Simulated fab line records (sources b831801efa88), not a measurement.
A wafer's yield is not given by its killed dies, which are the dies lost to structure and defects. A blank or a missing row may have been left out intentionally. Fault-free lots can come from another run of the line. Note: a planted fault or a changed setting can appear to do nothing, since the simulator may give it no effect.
Matching of chambers :: flow gf180mcu :: cmp-02 running GF_V5_CMP_04: 4 sister chambers
The step polishes SiO2. 4 wafers are shown with their chamber, then 9 later ones without.

WAFERS WITH THEIR CHAMBER
wafer: L895.5
chamber: 0
motor current A (A): 11.8

wafer: L900.2
chamber: 1
motor current A (A): 14.2

wafer: L900.3
chamber: 3
motor current A (A): 12.4

wafer: L900.6
chamber: 2
motor current A (A): 13.9

WAFERS MISSING THEIR CHAMBER
wafer: L902.1
motor current A (A): 11.3

wafer: L902.2
motor current A (A): 11.9

wafer: L902.4
motor current A (A): 13.8

wafer: L912.3
motor current A (A): 11.5

wafer: L912.4
motor current A (A): 13.8

wafer: L912.5
motor current A (A): 11.4

wafer: L913.1
motor current A (A): 11.4

wafer: L913.3
motor current A (A): 11.7

wafer: L913.6
motor current A (A): 14.3

EACH ONE'S CHAMBER
wafer: L902.1
from the rows above: 0
in truth: 0

wafer: L902.2
from the rows above: can't be placed: 0 or 3
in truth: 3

wafer: L902.4
from the rows above: can't be placed: 2 or 1
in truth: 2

wafer: L912.3
from the rows above: 0
in truth: 0

wafer: L912.4
from the rows above: can't be placed: 2 or 1
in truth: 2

wafer: L912.5
from the rows above: 0
in truth: 0

wafer: L913.1
from the rows above: 0
in truth: 0

wafer: L913.3
from the rows above: 0
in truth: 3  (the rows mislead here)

wafer: L913.6
from the rows above: can't be placed: 1 or 2
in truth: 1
Correct placement for 4 of the 9. From these rows, 4 cannot be placed; in 4 the true chamber is one of the candidates. Placed wrongly: 1.
How it was worked out, from the rows above alone: a wafer's distance from a chamber is the root of the sum, over the readings, of the square of ((its reading less the chamber's mean) divided by the reading's scatter). If the next closest chamber is less than 2 further off than the closest, the wafer can't be placed; otherwise it belongs to the closest. A chamber's mean is the mean of its shown wafers. The scatter: root of mean squared gap, hidden wafer to nearest shown wafer, with one shown wafer a chamber.
